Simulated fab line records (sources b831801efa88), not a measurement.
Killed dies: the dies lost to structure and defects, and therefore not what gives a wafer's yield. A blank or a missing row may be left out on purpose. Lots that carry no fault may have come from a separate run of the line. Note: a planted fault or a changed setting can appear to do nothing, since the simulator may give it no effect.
Matching of chambers / flow sfqLine / SFQ_TRILAYER_I1_VIA_BARC_OPEN_VIA_ETCH_071 on rieDiel-04 has 4 sister chambers
The step etches BARC in O2, target depth 125 nm, time 41.7 s. 14 wafers are shown with their chamber, then 6 later ones without.

== EACH WAFER AND ITS CHAMBER ==
wafer=L481.1; chamber=2; drypumpMotorCurrentA (A)=5.3; runLengthS (s)=69.8; oesProductAu (a.u.)=0.681
wafer=L481.3; chamber=1; drypumpMotorCurrentA (A)=5.4; runLengthS (s)=69.7; oesProductAu (a.u.)=0.686
wafer=L481.6; chamber=0; drypumpMotorCurrentA (A)=5.7; runLengthS (s)=70.2; oesProductAu (a.u.)=0.684
wafer=L485.1; chamber=2; drypumpMotorCurrentA (A)=5.3; runLengthS (s)=69.4; oesProductAu (a.u.)=0.705
wafer=L485.2; chamber=0; drypumpMotorCurrentA (A)=5.7; runLengthS (s)=70.5; oesProductAu (a.u.)=0.686
wafer=L485.5; chamber=2; drypumpMotorCurrentA (A)=5.3; runLengthS (s)=69.8; oesProductAu (a.u.)=0.686
wafer=L486.1; chamber=1; drypumpMotorCurrentA (A)=5.4; runLengthS (s)=69.6; oesProductAu (a.u.)=0.691
wafer=L486.2; chamber=0; drypumpMotorCurrentA (A)=5.7; runLengthS (s)=70.0; oesProductAu (a.u.)=0.691
wafer=L486.6; chamber=1; drypumpMotorCurrentA (A)=5.3; runLengthS (s)=70.2; oesProductAu (a.u.)=0.683
wafer=L489.1; chamber=0; drypumpMotorCurrentA (A)=5.7; runLengthS (s)=70.6; oesProductAu (a.u.)=0.686
wafer=L489.3; chamber=1; drypumpMotorCurrentA (A)=5.3; runLengthS (s)=69.7; oesProductAu (a.u.)=0.697
wafer=L489.4; chamber=3; drypumpMotorCurrentA (A)=6.0; runLengthS (s)=70.2; oesProductAu (a.u.)=0.689
wafer=L490.3; chamber=3; drypumpMotorCurrentA (A)=6.0; runLengthS (s)=70.2; oesProductAu (a.u.)=0.679
wafer=L490.4; chamber=0; drypumpMotorCurrentA (A)=5.7; runLengthS (s)=70.2; oesProductAu (a.u.)=0.687

SIGNATURES, as means of the wafers listed above
reading=drypumpMotorCurrentA; chamber 0=5.700; chamber 1=5.350; chamber 2=5.300; chamber 3=6.000; scatter within a chamber=0.0316
reading=runLengthS; chamber 0=70.300; chamber 1=69.800; chamber 2=69.667; chamber 3=70.200; scatter within a chamber=0.238
reading=oesProductAu; chamber 0=0.68680; chamber 1=0.68925; chamber 2=0.69067; chamber 3=0.68400; scatter within a chamber=0.00714
Rule: distance of a wafer from a chamber = root of the sum over the readings of ((wafer's reading minus chamber's mean) / reading's scatter) squared. If the next closest chamber is less than 2 further off than the closest, the wafer can't be placed; otherwise it belongs to the closest. The scatter: take each reading less its chamber's mean, square it, sum over the shown wafers, divide by the number of wafers less the number of chambers, and take the root.

== WAFERS WITHOUT THEIR CHAMBER ==
wafer=L490.5; drypumpMotorCurrentA (A)=5.7; runLengthS (s)=69.9; oesProductAu (a.u.)=0.682
wafer=L492.2; drypumpMotorCurrentA (A)=6.0; runLengthS (s)=70.4; oesProductAu (a.u.)=0.684
wafer=L492.3; drypumpMotorCurrentA (A)=5.7; runLengthS (s)=70.2; oesProductAu (a.u.)=0.679
wafer=L492.6; drypumpMotorCurrentA (A)=6.0; runLengthS (s)=70.7; oesProductAu (a.u.)=0.674
wafer=L498.1; drypumpMotorCurrentA (A)=5.7; runLengthS (s)=70.4; oesProductAu (a.u.)=0.691
wafer=L501.1; drypumpMotorCurrentA (A)=5.4; runLengthS (s)=70.0; oesProductAu (a.u.)=0.688

== WHICH CHAMBER EACH ONE RAN IN ==
wafer=L490.5; from the rows above=0; in truth=0
wafer=L492.2; from the rows above=3; in truth=3
wafer=L492.3; from the rows above=0; in truth=0
wafer=L492.6; from the rows above=3; in truth=3
wafer=L498.1; from the rows above=0; in truth=0
wafer=L501.1; from the rows above=can't be placed: 1 or 2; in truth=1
Correct placement for 5 of the 6. These rows do not allow placing 1 (true chamber among the candidates in 1). Number placed wrongly: 0.
